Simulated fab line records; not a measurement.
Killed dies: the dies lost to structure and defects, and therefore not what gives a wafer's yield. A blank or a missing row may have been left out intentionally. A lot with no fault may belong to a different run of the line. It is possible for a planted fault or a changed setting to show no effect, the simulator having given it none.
Which of the tools did it? :: flow gf180mcu :: 13 lots with 38 wafers sampled at 5 steps, on a route of 602 steps

== WHAT THE GAUGES READ, wafer by wafer ==
GF_V4_RS_MEAS_24: measurement is done with a four-point probe. Usual: V4_W_RS gives 0.328 ohm/sq (standard deviation 0.0047).
lot: L300
measured: day 24 15:52
on: film_metro-04
V4_W_RS (ohm/sq): 0.336 0.334 0.331
flag: 

lot: L301
measured: day 25 02:58
on: film_metro-04
V4_W_RS (ohm/sq): 0.327 0.329 0.328
flag: 

lot: L302
measured: day 25 06:47
on: film_metro-01
V4_W_RS (ohm/sq): 0.331 0.334 0.333
flag: 

lot: L303
measured: day 25 22:40
on: film_metro-02
V4_W_RS (ohm/sq): 0.324 0.324 0.320
flag: 

lot: L305
measured: day 26 07:07
on: film_metro-01
V4_W_RS (ohm/sq): 0.326 0.331 0.332
flag: 

lot: L307
measured: day 27 06:34
on: film_metro-01
V4_W_RS (ohm/sq): 0.336 0.339 0.335
flag: 

lot: L310
measured: day 28 00:20
on: film_metro-02
V4_W_RS (ohm/sq): 0.332 0.329 0.327
flag: 

lot: L312
measured: day 28 23:19
on: film_metro-01
V4_W_RS (ohm/sq): 0.331 0.330
flag: 

lot: L313
measured: day 29 15:08
on: film_metro-02
V4_W_RS (ohm/sq): 0.337 0.325 0.325
flag: 

lot: L318
measured: day 30 03:04
on: film_metro-04
V4_W_RS (ohm/sq): 0.325 0.315 0.316
flag: 

lot: L321
measured: day 30 20:00
on: film_metro-01
V4_W_RS (ohm/sq): 0.327 0.327 0.328
flag: 

lot: L322
measured: day 31 00:59
on: film_metro-01
V4_W_RS (ohm/sq): 0.324 0.323 0.320
flag: 

lot: L323
measured: day 31 04:07
on: film_metro-04
V4_W_RS (ohm/sq): 0.331 0.332 0.329
flag: 

GF_V4_THK_MEAS_25: measures by xrf. Usual: V4_W_THK gives 354 nm (standard deviation 5.8).
lot: L300
measured: day 24 15:59
on: film_metro-04
V4_W_THK (nm): 346 346 351
flag: 

lot: L301
measured: day 25 03:05
on: film_metro-04
V4_W_THK (nm): 358 354 355
flag: 

lot: L302
measured: day 25 06:53
on: film_metro-01
V4_W_THK (nm): 353 350 353
flag: 

lot: L303
measured: day 25 22:47
on: film_metro-02
V4_W_THK (nm): 360 359 364
flag: 

lot: L305
measured: day 26 07:13
on: film_metro-01
V4_W_THK (nm): 357 349 349
flag: 

lot: L307
measured: day 27 06:40
on: film_metro-01
V4_W_THK (nm): 345 340 346
flag: 

lot: L310
measured: day 28 00:28
on: film_metro-02
V4_W_THK (nm): 352 355 357
flag: 

lot: L312
measured: day 28 23:25
on: film_metro-01
V4_W_THK (nm): 351 353
flag: 

lot: L313
measured: day 29 15:16
on: film_metro-02
V4_W_THK (nm): 341 352 352
flag: 

lot: L318
measured: day 30 03:11
on: film_metro-04
V4_W_THK (nm): 357 370 367
flag: 

lot: L321
measured: day 30 20:07
on: film_metro-01
V4_W_THK (nm): 356 354 356
flag: 

lot: L322
measured: day 31 01:07
on: film_metro-01
V4_W_THK (nm): 356 355 362
flag: 

lot: L323
measured: day 31 04:13
on: film_metro-04
V4_W_THK (nm): 352 348 350
flag: 

GF_V5_THK_MEAS_03. Usual: V5_CVD_02_THK gives 1450 nm (standard deviation 26).
lot: L300
measured: day 26 11:37
on: film_metro-01
V5_CVD_02_THK (nm): 1444 1457 1496
flag: 

lot: L301
measured: day 26 22:47
on: film_metro-01
V5_CVD_02_THK (nm): 1442 1480 1470
flag: 

lot: L302
measured: day 27 02:17
on: film_metro-03
V5_CVD_02_THK (nm): 1469 1492 1483
flag: 

lot: L303
measured: day 27 16:46
on: film_metro-01
V5_CVD_02_THK (nm): 1472 1422 1501
flag: 

lot: L305
measured: day 28 02:05
on: film_metro-03
V5_CVD_02_THK (nm): 1437 1491 1503
flag: 

lot: L307
measured: day 29 00:00
on: film_metro-04
V5_CVD_02_THK (nm): 1434 1464 1475
flag: 

lot: L310
measured: day 29 16:53
on: film_metro-01
V5_CVD_02_THK (nm): 1433 1474 1461
flag: 

lot: L312
measured: day 30 15:25
on: film_metro-03
V5_CVD_02_THK (nm): 1449 1046
flag: OFF

lot: L313
measured: day 31 06:07
on: film_metro-01
V5_CVD_02_THK (nm): 1045 1387 1445
flag: OFF

lot: L318
measured: day 31 17:04
on: film_metro-01
V5_CVD_02_THK (nm): 1417 1427 1452
flag: 

lot: L321
measured: day 32 09:19
on: film_metro-04
V5_CVD_02_THK (nm): 1424 1475 1432
flag: 

lot: L322
measured: day 32 13:31
on: film_metro-01
V5_CVD_02_THK (nm): 1419 1467 1439
flag: 

lot: L323
measured: day 32 17:10
on: film_metro-03
V5_CVD_02_THK (nm): 1467 1453 1498
flag: 

== EACH LOT AND THE TOOL THAT RAN IT (in order: tool; ch and the chambers of the sampled wafers; start) ==
lot: L300
GF_M5_ETCH_09: rie_diel-04 ch 2,3, day 26 10:43
GF_V5_CVD_02: pecvd-04 ch 0,1,2, day 26 11:31

lot: L301
GF_M5_ETCH_09: rie_diel-04 ch 1,2,3, day 26 21:50
GF_V5_CVD_02: pecvd-01 ch 0,2, day 26 22:40

lot: L302
GF_M5_ETCH_09: rie_diel-01 ch 0,3, day 27 01:20
GF_V5_CVD_02: pecvd-04 ch 0,1, day 27 02:10

lot: L303
GF_M5_ETCH_09: rie_diel-04 ch 0,1,3, day 27 15:52
GF_V5_CVD_02: pecvd-03 ch 0,1, day 27 16:39

lot: L305
GF_M5_ETCH_09: rie_diel-03 ch 0,1,2, day 28 01:10
GF_V5_CVD_02: pecvd-03 ch 0,1,2, day 28 01:58

lot: L307
GF_M5_ETCH_09: rie_diel-04 ch 0,2,3, day 28 23:04
GF_V5_CVD_02: pecvd-04 ch 0,1, day 28 23:53

lot: L310
GF_M5_ETCH_09: rie_diel-01 ch 1,3, day 29 15:58
GF_V5_CVD_02: pecvd-01 ch 0,2, day 29 16:47

lot: L312
GF_M5_ETCH_09: rie_diel-04 ch 0,3, day 30 14:28
GF_V5_CVD_02: pecvd-01 ch 0,1, day 30 15:18

lot: L313
GF_M5_ETCH_09: rie_diel-01 ch 0,1, day 31 05:10
GF_V5_CVD_02: pecvd-01 ch 0,1,2, day 31 06:00

lot: L318
GF_M5_ETCH_09: rie_diel-01 ch 2,3, day 31 16:10
GF_V5_CVD_02: pecvd-03 ch 1,2, day 31 16:58

lot: L321
GF_M5_ETCH_09: rie_diel-04 ch 0,1,2, day 32 08:25
GF_V5_CVD_02: pecvd-03 ch 0,1,2, day 32 09:13

lot: L322
GF_M5_ETCH_09: rie_diel-04 ch 1,3, day 32 12:37
GF_V5_CVD_02: pecvd-04 ch 0,2, day 32 13:24

lot: L323
GF_M5_ETCH_09: rie_diel-01 ch 1,2, day 32 16:07
GF_V5_CVD_02: pecvd-03 ch 0,1, day 32 17:02
- GF_M5_ETCH_09: etches Si3N4 in CF4/O2, target depth 52 nm, time 11.6 s.
- GF_V5_CVD_02: deposits SiO2 from TEOS, target thk 1450 nm, time 163.28 s.

== AS READ BY THE TOOLS THEMSELVES (means over the sampled wafers that have a number; for cases with no such wafer, the mark the record gives instead) ==
GF_M5_ETCH_09. Usual: bias_w 150.0 W, standard deviation 0.49; drypump_motor_current_A 5.8 A, standard deviation 0.5; oes_product_au 1.000 a.u., standard deviation 0.012; throttle_valve_pct 5.970 %, standard deviation 0.009.
lot: L300
tool: rie_diel-04
bias_w (W): 150.2
drypump_motor_current_A (A): 6.1
oes_product_au (a.u.): 1.010
throttle_valve_pct (%): 5.967
flag: 

lot: L301
tool: rie_diel-04
bias_w (W): 150.2
drypump_motor_current_A (A): 5.8
oes_product_au (a.u.): 0.995
throttle_valve_pct (%): 5.966
flag: 

lot: L302
tool: rie_diel-01
bias_w (W): 149.2
drypump_motor_current_A (A): 5.9
oes_product_au (a.u.): 0.997
throttle_valve_pct (%): 5.977
flag: 

lot: L303
tool: rie_diel-04
bias_w (W): 150.0
drypump_motor_current_A (A): 5.5
oes_product_au (a.u.): 1.009
throttle_valve_pct (%): 5.978
flag: 

lot: L305
tool: rie_diel-03
bias_w (W): 150.6
drypump_motor_current_A (A): 5.9
oes_product_au (a.u.): 1.012
throttle_valve_pct (%): 5.980
flag: 

lot: L307
tool: rie_diel-04
bias_w (W): 150.2
drypump_motor_current_A (A): 5.9
oes_product_au (a.u.): 1.009
throttle_valve_pct (%): 5.971
flag: 

lot: L310
tool: rie_diel-01
bias_w (W): 149.9
drypump_motor_current_A (A): 5.2
oes_product_au (a.u.): 0.991
throttle_valve_pct (%): 5.967
flag: 

lot: L312
tool: rie_diel-04
bias_w (W): 149.9
drypump_motor_current_A (A): 5.8
oes_product_au (a.u.): 1.006
throttle_valve_pct (%): 5.982
flag: 

lot: L313
tool: rie_diel-01
bias_w (W): 150.4
drypump_motor_current_A (A): 6.2
oes_product_au (a.u.): 1.008
throttle_valve_pct (%): 5.975
flag: 

lot: L318
tool: rie_diel-01
bias_w (W): 150.0
drypump_motor_current_A (A): 5.6
oes_product_au (a.u.): 0.994
throttle_valve_pct (%): 5.965
flag: 

lot: L321
tool: rie_diel-04
bias_w (W): 150.0
drypump_motor_current_A (A): 5.6
oes_product_au (a.u.): 0.979
throttle_valve_pct (%): 5.964
flag: 

lot: L322
tool: rie_diel-04
bias_w (W): 150.2
drypump_motor_current_A (A): 5.7
oes_product_au (a.u.): 1.003
throttle_valve_pct (%): 5.971
flag: 

lot: L323
tool: rie_diel-01
bias_w (W): 150.0
drypump_motor_current_A (A): 5.9
oes_product_au (a.u.): 1.004
throttle_valve_pct (%): 5.962
flag: 

GF_V5_CVD_02. Usual: heater_power_outer_w 361 W, standard deviation 69; heater_power_w 630 W, standard deviation 95.
lot: L300
tool: pecvd-04
heater_power_outer_w (W): 394
heater_power_w (W): 663
flag: 

lot: L301
tool: pecvd-01
heater_power_outer_w (W): 284
heater_power_w (W): 515
flag: 

lot: L302
tool: pecvd-04
heater_power_outer_w (W): 355
heater_power_w (W): 625
flag: 

lot: L303
tool: pecvd-03
heater_power_outer_w (W): 389
heater_power_w (W): 721
flag: 

lot: L305
tool: pecvd-03
heater_power_outer_w (W): 331
heater_power_w (W): 617
flag: 

lot: L307
tool: pecvd-04
heater_power_outer_w (W): 334
heater_power_w (W): 611
flag: 

lot: L310
tool: pecvd-01
heater_power_outer_w (W): 304
heater_power_w (W): 538
flag: 

lot: L312
tool: pecvd-01
heater_power_outer_w (W): 364
heater_power_w (W): 610
flag: 

lot: L313
tool: pecvd-01
heater_power_outer_w (W): 336
heater_power_w (W): 576
flag: 

lot: L318
tool: pecvd-03
heater_power_outer_w (W): 337
heater_power_w (W): 630
flag: 

lot: L321
tool: pecvd-03
heater_power_outer_w (W): 388
heater_power_w (W): 677
flag: 

lot: L322
tool: pecvd-04
heater_power_outer_w (W): 401
heater_power_w (W): 679
flag: 

lot: L323
tool: pecvd-03
heater_power_outer_w (W): 401
heater_power_w (W): 728
flag: 

== THE ANSWER, worked out from the rows above alone ==
Rule: lot off if the mean of its wafers having a number is beyond 3 standard deviations from the usual mean. A lot without any number at a reading at which 4 lots or more have one is off too. The other lots that the step has rows for count as sound. The gauges are gone through in route order, then the tools' own readings, and for those a lot's mean is taken as printed above. The first step at which some lot is off is used, and at that step the reading that is off furthest; a lot without a number counts as furthest.
Off: L312, L313, seen at GF_V5_THK_MEAS_03 (V5_CVD_02_THK).
If a tool, at a process step before that reading, ran all the lots that are off and no sound lot after the first of them, it fits. Gauges at GF_V5_THK_MEAS_03: tried the same way as those tools. One fits: pecvd-01 at GF_V5_CVD_02. Its last sound lot is L310 (day 29 16:47), its first lot that is off L312 (day 30 15:18): a fault that began between those two fits.

== WHAT HAD BEEN PUT IN BY THE SIMULATOR ==
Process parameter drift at GF_V5_CVD_02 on pecvd-01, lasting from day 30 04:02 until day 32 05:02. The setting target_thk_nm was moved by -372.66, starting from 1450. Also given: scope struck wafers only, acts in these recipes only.
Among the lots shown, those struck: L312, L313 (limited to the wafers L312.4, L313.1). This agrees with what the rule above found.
